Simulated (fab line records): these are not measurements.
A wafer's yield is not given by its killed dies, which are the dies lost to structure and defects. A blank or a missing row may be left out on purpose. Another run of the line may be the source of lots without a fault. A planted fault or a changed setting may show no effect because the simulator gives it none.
Matching of chambers	flow sky130	SKY_VIA2_CMP_24 on cmp-02: 4 sister chambers
The step polishes, stops on SiO2, t overpolish 20 s, target thk 0 nm. 14 wafers are shown with their chamber, then 7 later ones without.

== EACH WAFER AND ITS CHAMBER ==
wafer	chamber	motorCurrentA (A)	timeToEndpointS (s)	overpolishRunS (s)
L333.2	0	10.2	100	20.002
L333.3	1	13.3	104	19.996
L333.6	2	11.7	105	20.004
L332.1	2	11.5	106	19.998
L332.2	0	9.6	99	20.014
L332.5	0	10.0	99	20.006
L335.1	0	10.0	101	20.002
L335.2	2	11.2	107	19.982
L335.3	3	9.6	106	20.005
L337.2	2	11.4	107	19.996
L337.3	1	13.4	101	19.997
L337.5	1	13.3	104	19.987
L342.1	1	13.8	102	19.997
L342.4	3	9.4	102	20.007

SIGNATURES, as means of the wafers listed above
reading	chamber 0	chamber 1	chamber 2	chamber 3	scatter within a chamber
motorCurrentA	9.950	13.450	11.450	9.500	0.226
timeToEndpointS	99.75	102.75	106.25	104.00	1.42
overpolishRunS	20.00600	19.99425	19.99500	20.00600	0.00655
Rule: for a wafer and a chamber, the distance is found by dividing, reading by reading, the gap between the wafer's reading and the chamber's mean by the reading's scatter, squaring, summing and taking the root. The wafer belongs to the nearest chamber; if the next one is less than 2 further off, it can't be placed. The scatter: the root of (the sum of the squares of (reading less its chamber's mean) over the shown wafers, divided by (wafers less chambers)).

== WAFERS WITH NO CHAMBER GIVEN ==
wafer	motorCurrentA (A)	timeToEndpointS (s)	overpolishRunS (s)
L342.6	10.8	103	19.999
L353.3	14.0	99	19.983
L353.4	10.3	97	20.017
L353.5	9.5	103	19.992
L354.1	10.1	104	20.000
L354.3	12.1	104	20.005
L354.4	13.9	100	19.993

== CHAMBER TAKEN BY EACH ==
wafer	from the rows above	in truth
L342.6	can't be placed: 2 or 0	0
L353.3	1	1
L353.4	0	0
L353.5	can't be placed: 3 or 0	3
L354.1	can't be placed: 3 or 0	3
L354.3	2	2
L354.4	1	1
Correct placement for 4 of the 7. From these rows, 3 cannot be placed; in 3 the true chamber is one of the candidates. Wrongly placed: 0.
